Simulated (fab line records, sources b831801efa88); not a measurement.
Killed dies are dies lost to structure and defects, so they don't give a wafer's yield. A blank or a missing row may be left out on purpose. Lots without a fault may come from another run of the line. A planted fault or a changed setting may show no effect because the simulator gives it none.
Which tool did it? | flow gf180mcu | 14 lots, 42 wafers sampled, at 4 steps of a route of 602

WHAT THE GAUGES READ, wafer by wafer
GF_DUAL_GATE_THK_MEAS_03. Usual: DUAL_GATE_OXIDATION_00_THK 11.16 nm, standard deviation 0.26.
lot  | measured     | on            | DUAL_GATE_OXIDATION_00_THK (nm) | flag
L534 | day 8 00:57  | film_metro-02 | 11.31 11.37 11.31               |
L535 | day 8 06:21  | film_metro-01 | 11.45 11.32 11.41               |
L536 | day 8 14:28  | film_metro-02 | 10.83 10.73 10.76               |
L537 | day 8 19:58  | film_metro-02 | 11.39 11.29 11.09               |
L540 | day 9 17:11  | film_metro-02 | 11.33 11.29 11.34               |
L541 | day 10 00:19 | film_metro-04 | 11.07 11.09 11.32               |
L542 | day 10 03:26 | film_metro-01 | 10.69 10.84 10.67               |
L549 | day 12 05:53 | film_metro-01 | 11.14 11.38 11.18               |
L551 | day 12 16:56 | film_metro-04 | 11.22 11.18 11.13               |
L552 | day 13 02:08 | film_metro-02 | 11.10 11.25 11.16               |
L553 | day 13 10:33 | film_metro-01 | 11.00 10.83 11.03               |
L554 | day 13 13:26 | film_metro-01 | 11.08 10.96 11.15               |
L555 | day 13 17:40 | film_metro-01 | 10.81 11.07 10.73               |
L556 | day 14 04:19 | film_metro-01 | 11.20 11.25 11.33               |

GF_DUAL_GATE_OVL_MEAS_11. Usual: DUAL_GATE_OVL 1.1 nm, standard deviation 1.4.
lot  | measured     | on         | DUAL_GATE_OVL (nm) | flag
L534 | day 8 17:32  | overlay-02 | -0.4 -0.1 1.1      |
L535 | day 8 21:58  | overlay-01 | 2.2 1.7 1.7        |
L536 | day 9 06:21  | overlay-01 | 0.0 0.0 0.4        |
L537 | day 9 12:43  | overlay-02 | -0.9 1.6 -0.2      |
L540 | day 10 09:55 | overlay-02 | -0.5 -0.1 -1.0     |
L541 | day 10 17:44 | overlay-01 | 0.2 1.0 1.0        |
L542 | day 10 21:18 | overlay-02 | -0.4 0.3 1.3       |
L549 | day 13 01:23 | overlay-02 | 2.2 2.8 4.0        |
L551 | day 13 12:56 | overlay-01 | 0.8 1.3 1.8        |
L552 | day 13 22:41 | overlay-02 | 2.4 3.7 4.0        |
L553 | day 14 07:45 | overlay-01 | 0.0 1.6 1.6        |
L554 | day 14 09:41 | overlay-02 | 0.1 1.7 0.6        |
L555 | day 14 13:36 | overlay-02 | 1.7 1.9 0.7        |
L556 | day 15 00:50 | overlay-01 | 0.9 1.9 2.0        |

GF_HV_LDD_CD_MEAS_07: target cd 400 nm. Usual: cd_nm 399.9 nm, standard deviation 2.4.
lot  | measured     | on        | cd_nm (nm)        | flag
L534 | day 10 10:06 | cd_sem-01 | 401.1 400.0 401.1 |
L535 | day 10 13:52 | cd_sem-02 | 402.2 402.2 404.2 |
L536 | day 10 22:08 | cd_sem-02 | 398.6 397.4 398.3 |
L537 | day 11 06:49 | cd_sem-02 | 403.1 401.2 401.6 |
L540 | day 12 06:07 | cd_sem-02 | 400.3 400.2 400.8 |
L541 | day 12 12:14 | cd_sem-01 | 398.8 398.2 398.9 |
L542 | day 12 15:43 | cd_sem-02 | 401.6 403.3 401.5 |
L549 | day 15 00:31 | cd_sem-02 | 399.7 400.9 403.0 |
L551 | day 15 12:49 | cd_sem-01 | 399.0 401.6 401.2 |
L552 | day 15 23:46 | cd_sem-02 | 395.7 397.2 399.1 |
L553 | day 16 08:25 | cd_sem-01 | 399.0 397.0 400.7 |
L554 | day 16 13:56 | cd_sem-01 | 399.0 398.1 399.8 |
L555 | day 16 17:45 | cd_sem-02 | 406.7 404.4 405.9 |
L556 | day 17 03:05 | cd_sem-02 | 396.3 396.9 396.1 |

WHICH TOOL RAN EACH LOT (tool, then ch and the chambers of the sampled wafers, then the start)
lot  | GF_POLY_GATE_ETCH_13
L534 | rie_si-02 ch 0,3, day 9 15:13
L535 | rie_si-01 ch 1,2, day 9 18:37
L536 | rie_si-02 ch 0,1,3, day 10 02:40
L537 | rie_si-02 ch 1,2,3, day 10 09:28
L540 | rie_si-02 ch 0,2, day 11 09:45
L541 | rie_si-02 ch 0,1,2, day 11 15:34
L542 | rie_si-02 ch 0,1,2, day 11 19:15
L549 | rie_si-01 ch 0,1,3, day 14 01:36
L551 | rie_si-02 ch 1,2,3, day 14 13:13
L552 | rie_si-01 ch 0,1,3, day 14 23:43
L553 | rie_si-01 ch 0,1,3, day 15 08:34
L554 | rie_si-01 ch 0,1,2, day 15 11:07
L555 | rie_si-01 ch 0,2,3, day 15 16:46
L556 | rie_si-01 ch 0,1,3, day 16 02:37
- GF_POLY_GATE_ETCH_13: etches poly-Si in HBr/Cl2, stops on SiO2, target depth 198.5 nm, time 69.6 s.

WHAT THE TOOLS THEMSELVES READ (means of the sampled wafers that have a number; where no wafer has one, the mark that the record gives instead)
GF_POLY_GATE_ETCH_13. Usual: drypump_motor_current_A 5.8 A, standard deviation 0.5; oes_product_au 0.925 a.u., standard deviation 0.0089; run_length_s 98.0 s, standard deviation 0.44; throttle_valve_pct 33.684 %, standard deviation 0.0089.
lot  | tool      | drypump_motor_current_A (A) | oes_product_au (a.u.) | run_length_s (s) | throttle_valve_pct (%) | flag
L534 | rie_si-02 | 6.2                         | 0.931                 | 97.6             | 33.680                 |
L535 | rie_si-01 | 5.4                         | 0.924                 | 98.0             | 33.682                 |
L536 | rie_si-02 | 5.8                         | 0.921                 | 97.9             | 33.673                 |
L537 | rie_si-02 | 5.8                         | 0.935                 | 98.2             | 33.681                 |
L540 | rie_si-02 | 6.3                         | 0.950                 | 95.5             | 33.687                 | OFF
L541 | rie_si-02 | 5.8                         | 0.943                 | 96.1             | 33.685                 | OFF
L542 | rie_si-02 | 5.9                         | 0.952                 | 96.0             | 33.686                 | OFF
L549 | rie_si-01 | 5.7                         | 0.922                 | 97.9             | 33.679                 |
L551 | rie_si-02 | 5.8                         | 0.922                 | 98.1             | 33.687                 |
L552 | rie_si-01 | 5.7                         | 0.934                 | 97.6             | 33.679                 |
L553 | rie_si-01 | 5.7                         | 0.912                 | 98.0             | 33.685                 |
L554 | rie_si-01 | 5.8                         | 0.926                 | 98.2             | 33.686                 |
L555 | rie_si-01 | 5.8                         | 0.924                 | 98.0             | 33.679                 |
L556 | rie_si-01 | 5.7                         | 0.909                 | 98.0             | 33.681                 |

THE ANSWER, worked out from the rows above alone
Rule: a lot is off if the mean of its wafers that have a number lies more than 3 standard deviations from the usual mean. A lot without any number at a reading at which 4 lots or more have one is off too. The other lots that the step has rows for count as sound. The gauges are gone through in route order, then the tools' own readings, and for those a lot's mean is taken as printed above. The first step at which some lot is off is used, and at that step the reading that is off furthest; a lot without a number counts as furthest.
Off: L540, L541, L542, at GF_POLY_GATE_ETCH_13 (run_length_s).
A tool fits if, at that step or a process step before it, it ran every lot that is off, and no sound lot after the first of them. None of those tried fits.

WHAT THE SIMULATOR HAD PUT IN
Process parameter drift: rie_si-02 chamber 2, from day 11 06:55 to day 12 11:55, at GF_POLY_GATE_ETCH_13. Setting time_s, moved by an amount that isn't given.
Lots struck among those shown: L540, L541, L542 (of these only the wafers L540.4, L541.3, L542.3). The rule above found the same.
